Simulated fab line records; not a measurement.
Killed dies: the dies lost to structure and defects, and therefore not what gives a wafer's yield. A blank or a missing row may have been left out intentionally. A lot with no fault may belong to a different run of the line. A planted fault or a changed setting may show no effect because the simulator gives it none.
A struck lot beside a sound one | flow sky130 | 17 out of 708 route steps
Sound: the wafers L108.2, L108.3, L108.5. Struck: wafers L116.4, L116.5. (L116.6 of the same lot was not struck and is left out.) The cause comes at the end.
For every step that has rows: the tool of each side, followed by ch and its chambers, followed by its first start. Under that, the readings that differ: sound wafers | struck wafers | difference of the means | sigmas: that difference in standard deviations of wafers without a fault.
alike: a reading whose means differ by less than 2 such deviations, as well as words and numbers matching on both sides. not compared: withheld readings; readings where some wafer has no value; bounds like >300 that might hide an equal value; numbers whose values overlap and for which the record gives no deviation.
Wherever a step has rows on one side only, a row that says differs or no value, or a row with sigmas, the two part there. Non-overlapping numbers with no deviation appear without sigmas and do not part them. A reading that every wafer of one side lacks parts them only if that side has two wafers or more.

SKY_METAL1_THK_MEAS_06: measures by xrf.
  sound: film-metro-01 at day 33 18:17; struck: film-metro-04 at day 36 02:06
  alike: METAL1_ALCU_THK
then, 8 steps without rows for these wafers: SKY_METAL1_DEHYDRATE_07 (time 60 s); SKY_METAL1_HMDS_08 (prime time 60 s); SKY_METAL1_COAT_09 (resist thk 60 nm); SKY_METAL1_COAT_10 (resist thk 450 nm); SKY_METAL1_SOFTBAKE_11 (time 90 s); SKY_METAL1_EXPOSE_12 (exposes mask MM1, target cd 140 nm); SKY_METAL1_PEB_13; SKY_METAL1_DEVELOP_14 (develop time 60 s).
SKY_METAL1_CD_MEAS_15: the cd target is 140 nm.
  sound: cd-sem-02 at day 34 20:45; struck: cd-sem-01 at day 37 03:22
  reading    | sound             | struck      | difference | sigmas
  cd-nm (nm) | 135.0 136.6 136.3 | 141.6 140.3 | +5.0       | +3
SKY_METAL1_OVL_MEAS_16:
  sound: overlay-02 at day 34 20:51; struck: overlay-02 at day 37 03:26
  alike: METAL1_OVL
SKY_METAL1_DESCUM_17: chemistry O2, time 8 s.
  sound on rie-metal-02 ch 0,1, day 34 20:53; struck on rie-metal-04 ch 0, day 37 03:28
  reading                     | sound       | struck  | difference | sigmas
  drypump-motor-current-A (A) | 5.1 5.1 4.9 | 6.2 6.2 | +1.2       | +2
  alike: oes-product-au, rf-fwd-power-W
  not compared: rf-hours-counter-h
SKY_METAL1_ETCH_18: etches BARC in N2/H2, stops on SiO2, time 45.9 s, target depth 60 nm.
  sound on rie-metal-02 ch 0,1, day 34 20:55; struck on rie-metal-04 ch 0, day 37 03:31
  reading                                       | sound             | struck      | difference | sigmas
  drypump-motor-current-A (A)                   | 5.2 5.1 4.9       | 6.2 6.2     | +1.1       | +2
  oes-product-au (a.u.)                         | 0.851 0.857 0.855 | 0.731 0.732 | -0.123     | -25
  model.KrF-thick_of_METAL1_COAT_10.thk-nm (nm) | 393.2 394.2 394.2 | 411.3 411.8 | +17.7      |
  model.etch.depth-nm (nm)                      | 59.97 60.03 60    | 44.35 44.18 | -15.73     |
  model.METAL1.cd-nm (nm)                       | 133.4 136.3 136.5 | 143.8 143.8 | +8.4       |
  alike: rf-fwd-power-W, throttle-valve-pct
  not compared: rf-hours-counter-h
SKY_METAL1_METAL_ETCH_19: etches the open film in Cl2/BCl3, stops on SiO2, target depth 360 nm, time 78 s.
  sound on rie-metal-02 ch 0,1, day 34 20:59; struck on rie-metal-04 ch 0, day 37 03:35
  reading                                       | sound             | struck      | difference | sigmas
  drypump-motor-current-A (A)                   | 5.2 5.2 4.9       | 6.2 6.2     | +1.1       | +2
  model.KrF-thick_of_METAL1_COAT_10.thk-nm (nm) | 159.2 160.1 157.3 | 175.5 174.8 | +16.3      |
  alike: oes-product-au, rf-fwd-power-W, throttle-valve-pct
  not compared: rf-hours-counter-h
SKY_METAL1_STRIP_20: strips in O2/N2.
  sound on plasma-asher-01 ch 0,1, day 34 21:04; struck on plasma-asher-01 ch 0, day 37 03:40
  reading                      | sound          | struck    | difference | sigmas
  strip-time-to-endpoint-s (s) | 2.70 2.70 2.68 | 2.90 2.87 | +0.19      | +5
  alike: drypump-motor-current-A, o2-flow-sccm, oes-product-au
  not compared: rf-hours-counter-h
then, 1 step without rows for these wafers: SKY_METAL1_STRIP_21 (strips in post etch residue remover, time 1200 s).
-- the record jumps here: 12 days lie between the struck wafers' starts before and after (it left off in module METAL1 and takes up again in module PAD_OPEN, whose first step shown is number 708 of the route) --
SKY_PAD_OPEN_PROBE_99:
  sound: prober-02 at day 47 12:10; struck: prober-01 at day 49 04:05
  reading                                    | sound               | struck      | difference | sigmas
  killed-open                                | 48 43 36            | 58 58       | +16        | +2
  model.etest.tester.sort-n-pass             | 404 410 420         | 0 1         | -411       |
  model.etest.tester.sort-yield-pct (%)      | 82.11 83.33 85.37   | 0 0.2033    | -84        |
  model.etest.tester.sort_bin_3_pct (%)      | 0.4065 1.016 0.2033 | 81.71 82.11 | +81.37     |
  model.etest.res-pwde-under-gate.short      | 0 0 0               | 1 1         | +1         |
  model.etest.tip_n_5v.short                 | 0 0 0               | 1 1         | +1         |
  model.etest.diode-pdiff-fingers.over-limit | 0 0 0               | 1 1         | +1         |
  model.etest.via4-chain.short               | 0 0 0               | 1 1         | +1         |
  model.etest.sram-nfet-pass.over-limit      | 0 0 0               | 1 1         | +1         |
  alike: defect-limited-yield, killed_at_M0_to_M3, killed_at_M4_up, killed-at-contacts, killed-at-front-end, killed-at-other, killed-dies, killed-short

## WHERE THEY PART
At SKY_METAL1_CD_MEAS_15 first; at SKY_PAD_OPEN_PROBE_99 last (within this record only).

WHY: what the simulator had put in
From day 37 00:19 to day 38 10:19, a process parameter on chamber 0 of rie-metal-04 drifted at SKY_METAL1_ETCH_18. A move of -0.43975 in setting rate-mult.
